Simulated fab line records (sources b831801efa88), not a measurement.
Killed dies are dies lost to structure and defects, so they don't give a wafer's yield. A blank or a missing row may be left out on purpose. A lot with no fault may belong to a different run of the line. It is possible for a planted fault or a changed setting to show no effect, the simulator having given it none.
A struck lot beside a sound one | flow sky130 | 37 out of 708 route steps
Sound: these wafers, L209.1, L209.3, L209.6. Wafers L219.3, L219.4, L219.6 were the ones struck. The cause is given at the end.
For every step that has rows: the tool of each side, followed by ch and its chambers, followed by its first start. Under that, the readings that differ: sound wafers | struck wafers | difference of the means | sigmas: that difference in standard deviations of wafers without a fault.
alike: words and numbers the same on both sides, and readings whose means are apart by under 2 such deviations; not compared: readings that were withheld, readings missing a value for some wafer, numbers with overlapping values and no deviation given by the record, and bounds like >300 which may hide the same value.
A row with sigmas, a row that says differs or no value, or rows on one side alone: a step with any of these is where the two part. Numbers that have no deviation but don't overlap get no sigmas and don't part them. A reading missing from all wafers of one side parts the sides only when that side holds two or more wafers.

first, 10 steps without rows for these wafers: SKY_FIELD_ISO_ETCH_14 (etches BARC in N2/H2, stops on SiO2, time 45.9 s, target depth 60 nm); SKY_FIELD_ISO_ETCH_15 (etches the open film in CHF3/O2, stops on Si, target depth 180 nm, time 72 s); SKY_FIELD_ISO_STRIP_16 (strips in O2/N2); SKY_FIELD_ISO_ETCH_17 (etches Si in HBr/Cl2/O2, target depth 342 nm, time 97.7 s); SKY_FIELD_ISO_WET_ETCH_18 (etches Si3N4 in H3PO4, target depth 25 nm, time 286 s); SKY_FIELD_ISO_CLEAN_19 (cleans in SC1/SC2, time 150 s); SKY_FIELD_ISO_CLEAN_20 (cleans in dHF, time 20 s); SKY_FIELD_ISO_WET_ETCH_21 (etches SiO2 in dHF, target depth 20 nm, time 400 s); SKY_FIELD_ISO_OXIDATION_22 (stabilise 600 s, purge 300 s, target thk 10 nm); SKY_FIELD_ISO_CVD_24 (deposits SiO2, target thk 595 nm, time 99.2 s).
SKY_FIELD_ISO_ANNEAL_26: time 1800 s.
  sound on furnace-02 ch 0, day 3 05:25; struck on furnace-02 ch 0, day 5 03:27
  alike: spikeTcBottomC
then, 25 steps without rows for these wafers: SKY_FIELD_ISO_CMP_27 (polishes, stops on Si3N4, t overpolish 16 s, target thk 457.8 nm); SKY_FIELD_ISO_WET_ETCH_28 (etches SiO2 in dHF, target depth 23.7 nm, time 47 s); SKY_FIELD_ISO_WET_ETCH_29 (etches Si3N4 in H3PO4, target depth 160 nm, time 1825 s); SKY_FIELD_ISO_WET_ETCH_30 (etches SiO2 in dHF, target depth 25 nm, time 50 s); SKY_NWELL_CLEAN_00 (cleans in SC1/SC2, time 150 s); SKY_NWELL_OXIDATION_01 (stabilise 600 s, purge 300 s, target thk 10 nm); SKY_DNWELL_DEHYDRATE_00 (time 60 s); SKY_DNWELL_HMDS_01 (prime time 60 s); SKY_DNWELL_COAT_02 (resist thk 3000 nm); SKY_DNWELL_SOFTBAKE_03; SKY_DNWELL_EXPOSE_04 (exposes mask DNM, target cd 3000 nm); SKY_DNWELL_PEB_05; SKY_DNWELL_DEVELOP_06 (develop time 60 s); SKY_DNWELL_IMPLANT_07; SKY_DNWELL_STRIP_08 (strips in O2/N2); SKY_PWDE_DEHYDRATE_00 (time 60 s); SKY_PWDE_HMDS_01 (prime time 60 s); SKY_PWDE_COAT_02 (resist thk 3000 nm); SKY_PWDE_SOFTBAKE_03; SKY_PWDE_EXPOSE_04 (exposes mask PWDEM, target cd 840 nm); SKY_PWDE_PEB_05; SKY_PWDE_DEVELOP_06 (develop time 60 s); SKY_PWDE_IMPLANT_08; SKY_PWDE_STRIP_09 (strips in O2/N2); SKY_NWELL_DEHYDRATE_03 (time 60 s).
-- the record jumps here: 44 days lie between the struck wafers' starts before and after (it left off in module NWELL and takes up again in module PAD_OPEN, whose first step shown is number 708 of the route) --
SKY_PAD_OPEN_PROBE_99:
  sound on prober-01, day 46 15:20; struck on prober-02, day 49 01:50
reading                                    | sound                | struck               | difference | sigmas
killedAtFrontEnd                           | 7 17 7               | 26 24 20             | +13        | +3
model.etest.diodeNwellSub.leakLog10ACm2    | -7.332 -7.179 -7.149 | -6.471 -6.526 -6.993 | +0.557     | 
model.etest.diodeDnwellSub.leakLog10ACm2   | -7.063 -7.282 -7.307 | -6.631 -6.812 -6.657 | +0.517     | 
model.etest.diodePwellDnwell.leakLog10ACm2 | -7.565 -7.783 -7.697 | -6.938 -7.072 -6.712 | +0.774     | 
model.etest.nfet_16v.offLog10AUm           | -13.79 -13.77 -13.84 | -13.53 -13.61 -13.61 | +0.22      | 
  alike: killed_at_M0_to_M3, killed_at_M4_up, killedAtContacts, killedAtOther, killedDies, killedOpen, killedShort
  not compared: model.etest.capOno.gateBvV, model.etest.pfet_16v.offLog10AUm

== WHERE THEY PART ==
SKY_PAD_OPEN_PROBE_99 only, going by this record.

WHY: the cause the simulator had injected
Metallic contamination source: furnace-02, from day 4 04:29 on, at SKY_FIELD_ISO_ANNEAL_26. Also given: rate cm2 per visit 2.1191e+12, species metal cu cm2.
